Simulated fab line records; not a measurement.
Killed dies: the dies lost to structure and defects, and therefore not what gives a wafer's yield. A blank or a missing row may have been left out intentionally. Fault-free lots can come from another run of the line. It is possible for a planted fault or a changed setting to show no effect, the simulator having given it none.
Which of the tools did it? / flow gf180mcu / 39 wafers from 13 lots sampled at 4 of the route's 602 steps

WHAT THE GAUGES SHOWED, per wafer
GF_HV_LDD_OVL_MEAS_47.
lot=L945; measured=day 12 14:15; on=overlay-01; HV_LDD_03_OVL (nm)=-0.1 -2.3 -0.3
lot=L946; measured=day 12 16:54; on=overlay-02; HV_LDD_03_OVL (nm)=0.0 1.1 0.9
lot=L947; measured=day 13 05:40; on=overlay-01; HV_LDD_03_OVL (nm)=-0.4 0.1 -2.2
lot=L948; measured=day 13 14:34; on=overlay-01; HV_LDD_03_OVL (nm)=-2.0 -0.8 -0.3
lot=L949; measured=day 13 20:35; on=overlay-02; HV_LDD_03_OVL (nm)=-1.4 -2.7 -3.3
lot=L950; measured=day 13 22:38; on=overlay-02; HV_LDD_03_OVL (nm)=-1.4 -1.9 -1.1
lot=L951; measured=day 14 05:13; on=overlay-01; HV_LDD_03_OVL (nm)=0.0 -2.3 0.4
lot=L952; measured=day 14 18:08; on=overlay-01; HV_LDD_03_OVL (nm)=-5.0 -3.7 -4.4
lot=L953; measured=day 15 00:25; on=overlay-02; HV_LDD_03_OVL (nm)=-1.1 -2.1 -2.2
lot=L954; measured=day 15 08:14; on=overlay-01; HV_LDD_03_OVL (nm)=1.4 -0.2 0.5
lot=L957; measured=day 16 06:32; on=overlay-02; HV_LDD_03_OVL (nm)=0.2 -1.8
lot=L961; measured=day 17 18:00; on=overlay-01; HV_LDD_03_OVL (nm)=0.0
lot=L965; measured=day 19 01:02; on=overlay-01; HV_LDD_03_OVL (nm)=-2.0 0.1 0.7

GF_PSD_CD_MEAS_07 targets a cd of 400 nm.
lot=L945; measured=day 14 11:08; on=cd-sem-02; cd-nm (nm)=399.2 398.5 398.3
lot=L946; measured=day 14 13:11; on=cd-sem-02; cd-nm (nm)=399.8 400.7 400.8
lot=L947; measured=day 15 03:24; on=cd-sem-02; cd-nm (nm)=400.8 398.2 400.5
lot=L948; measured=day 15 12:22; on=cd-sem-01; cd-nm (nm)=401.0 399.8 397.7
lot=L949; measured=day 15 18:31; on=cd-sem-02; cd-nm (nm)=398.4 399.8 398.1
lot=L950; measured=day 15 20:56; on=cd-sem-01; cd-nm (nm)=399.0 400.1 399.5
lot=L951; measured=day 16 05:05; on=cd-sem-02; cd-nm (nm)=401.7 401.5 400.4
lot=L952; measured=day 16 17:23; on=cd-sem-01; cd-nm (nm)=397.7 400.2 399.1
lot=L953; measured=day 17 00:42; on=cd-sem-02; cd-nm (nm)=398.6 400.0 399.1
lot=L954; measured=day 17 07:39; on=cd-sem-01; cd-nm (nm)=398.5 400.1 399.0
lot=L957; measured=day 18 09:17; on=cd-sem-01; cd-nm (nm)=399.4 399.1
lot=L961; measured=day 19 22:08; on=cd-sem-01; cd-nm (nm)=397.7
lot=L965; measured=day 21 04:38; on=cd-sem-02; cd-nm (nm)=399.2 399.4 396.0

GF_M1_CD_MEAS_14 targets a cd of 230 nm.
lot=L945; measured=day 17 10:44; on=cd-sem-02; cd-nm (nm)=231.2 230.6 230.4
lot=L946; measured=day 17 11:40; on=cd-sem-01; cd-nm (nm)=230.5 229.3 229.2
lot=L947; measured=day 18 03:19; on=cd-sem-02; cd-nm (nm)=230.1 229.9 230.0
lot=L948; measured=day 18 13:50; on=cd-sem-01; cd-nm (nm)=231.9 230.6 232.3
lot=L949; measured=day 18 19:52; on=cd-sem-01; cd-nm (nm)=230.4 230.4 231.2
lot=L950; measured=day 18 21:39; on=cd-sem-01; cd-nm (nm)=229.5 228.8 229.2
lot=L951; measured=day 19 07:14; on=cd-sem-02; cd-nm (nm)=230.8 230.7 230.2
lot=L952; measured=day 19 19:59; on=cd-sem-02; cd-nm (nm)=230.1 230.6 230.0
lot=L953; measured=day 20 04:21; on=cd-sem-01; cd-nm (nm)=230.9 229.6 229.0
lot=L954; measured=day 20 10:52; on=cd-sem-02; cd-nm (nm)=228.7 228.5 229.8
lot=L957; measured=day 21 12:29; on=cd-sem-02; cd-nm (nm)=229.7 229.1
lot=L961; measured=day 22 23:59; on=cd-sem-01; cd-nm (nm)=230.3
lot=L965; measured=day 24 05:47; on=cd-sem-02; cd-nm (nm)=231.0 231.7 231.5

WHAT TOOL EACH LOT RAN ON (gives the tool, then ch and the chambers of the sampled wafers, and finally the start)
lot=L945; GF_POLY_GATE_ETCH_13=rie-si-02 ch 1,2, day 9 09:02
lot=L946; GF_POLY_GATE_ETCH_13=rie-si-01 ch 0,3, day 9 12:51
lot=L947; GF_POLY_GATE_ETCH_13=rie-si-01 ch 0,1, day 10 00:23
lot=L948; GF_POLY_GATE_ETCH_13=rie-si-01 ch 0,3, day 10 07:33
lot=L949; GF_POLY_GATE_ETCH_13=rie-si-02 ch 0,3, day 10 11:36
lot=L950; GF_POLY_GATE_ETCH_13=rie-si-02 ch 0,1,2, day 10 15:02
lot=L951; GF_POLY_GATE_ETCH_13=rie-si-01 ch 1,3, day 10 21:45
lot=L952; GF_POLY_GATE_ETCH_13=rie-si-01 ch 1,2,3, day 11 07:21
lot=L953; GF_POLY_GATE_ETCH_13=rie-si-02 ch 2,3, day 11 13:42
lot=L954; GF_POLY_GATE_ETCH_13=rie-si-02 ch 1,2,3, day 11 20:51
lot=L957; GF_POLY_GATE_ETCH_13=rie-si-01 ch 2,3, day 12 15:52
lot=L961; GF_POLY_GATE_ETCH_13=rie-si-01 ch 1,2,3, day 13 23:02
lot=L965; GF_POLY_GATE_ETCH_13=rie-si-02 ch 0,2, day 15 01:57
- GF_POLY_GATE_ETCH_13: etches poly-Si in HBr/Cl2, stops on SiO2, target depth 198.5 nm, time 69.6 s.

WHAT THE TOOLS THEMSELVES READ (means of the sampled wafers that have a number; where no wafer has one, the mark that the record gives instead)
GF_POLY_GATE_ETCH_13.
lot=L945; tool=rie-si-02; drypump-motor-current-A (A)=5.39; oes-product-au (a.u.)=0.984; run-length-s (s)=98.2; throttle-valve-pct (%)=33.680
lot=L946; tool=rie-si-01; drypump-motor-current-A (A)=5.62; oes-product-au (a.u.)=0.992; run-length-s (s)=98.3; throttle-valve-pct (%)=33.681
lot=L947; tool=rie-si-01; drypump-motor-current-A (A)=5.70; oes-product-au (a.u.)=0.989; run-length-s (s)=98.0; throttle-valve-pct (%)=33.679
lot=L948; tool=rie-si-01; drypump-motor-current-A (A)=5.68; oes-product-au (a.u.)=0.996; run-length-s (s)=98.4; throttle-valve-pct (%)=33.687
lot=L949; tool=rie-si-02; drypump-motor-current-A (A)=5.55; oes-product-au (a.u.)=0.995; run-length-s (s)=98.4; throttle-valve-pct (%)=33.683
lot=L950; tool=rie-si-02; drypump-motor-current-A (A)=5.43; oes-product-au (a.u.)=0.997; run-length-s (s)=98.2; throttle-valve-pct (%)=33.685
lot=L951; tool=rie-si-01; drypump-motor-current-A (A)=5.71; oes-product-au (a.u.)=0.992; run-length-s (s)=97.6; throttle-valve-pct (%)=33.688
lot=L952; tool=rie-si-01; drypump-motor-current-A (A)=5.56; oes-product-au (a.u.)=0.999; run-length-s (s)=98.0; throttle-valve-pct (%)=33.681
lot=L953; tool=rie-si-02; drypump-motor-current-A (A)=5.55; oes-product-au (a.u.)=0.996; run-length-s (s)=98.2; throttle-valve-pct (%)=33.680
lot=L954; tool=rie-si-02; drypump-motor-current-A (A)=5.44; oes-product-au (a.u.)=0.988; run-length-s (s)=98.0; throttle-valve-pct (%)=33.686
lot=L957; tool=rie-si-01; drypump-motor-current-A (A)=5.42; oes-product-au (a.u.)=1.006; run-length-s (s)=91.9; throttle-valve-pct (%)=33.689
lot=L961; tool=rie-si-01; drypump-motor-current-A (A)=5.56; oes-product-au (a.u.)=1.003; run-length-s (s)=84.8; throttle-valve-pct (%)=33.697
lot=L965; tool=rie-si-02; drypump-motor-current-A (A)=5.53; oes-product-au (a.u.)=0.994; run-length-s (s)=98.4; throttle-valve-pct (%)=33.683

THE ANSWER, worked out from the rows above alone
Rule: usual is defined by the lots themselves. The widest of any qualifying gaps counts: lots, ordered by their means at a reading, are off when they make up no more than a third of the lots, leave a main group of 4 or more, and stand apart from it by 3 or more times the standard deviation of that group's means. If all means in a main group match to the digits the tables above print for the reading, that group is not used. Also off: a lot with no number at a reading for which 4 or more lots have one. All remaining lots with rows at the step are treated as sound. After the gauges, taken in route order, come the tools' own readings; for these a lot's mean is taken, as printed above. The first step at which some lot is off is used, and at that step the reading that is off furthest; a lot without a number counts as furthest.
Off, at GF_POLY_GATE_ETCH_13 on run-length-s: L957, L961. The main group has a mean of 98.2 s with a standard deviation of 0.23.
If a tool, at that step or one of the process steps before it, ran each lot that is off and ran no sound lot following the first of them, it fits. One candidate fits, namely rie-si-01 at GF_POLY_GATE_ETCH_13. A fault onset in the window from L952 (day 11 07:21, its last sound lot) to L957 (day 12 15:52, its first lot off) fits.
On the lots that are off, the tool's own readings at GF_POLY_GATE_ETCH_13 differ by more than 5 times the standard deviation of the sound lots' means, which bears it out; run-length-s reads 88.3 s there versus 98.2 s on the sound lots.

WHAT WAS PUT IN BY THE SIMULATOR
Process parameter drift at GF_POLY_GATE_ETCH_13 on rie-si-01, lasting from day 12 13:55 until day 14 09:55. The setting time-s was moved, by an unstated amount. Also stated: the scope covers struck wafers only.
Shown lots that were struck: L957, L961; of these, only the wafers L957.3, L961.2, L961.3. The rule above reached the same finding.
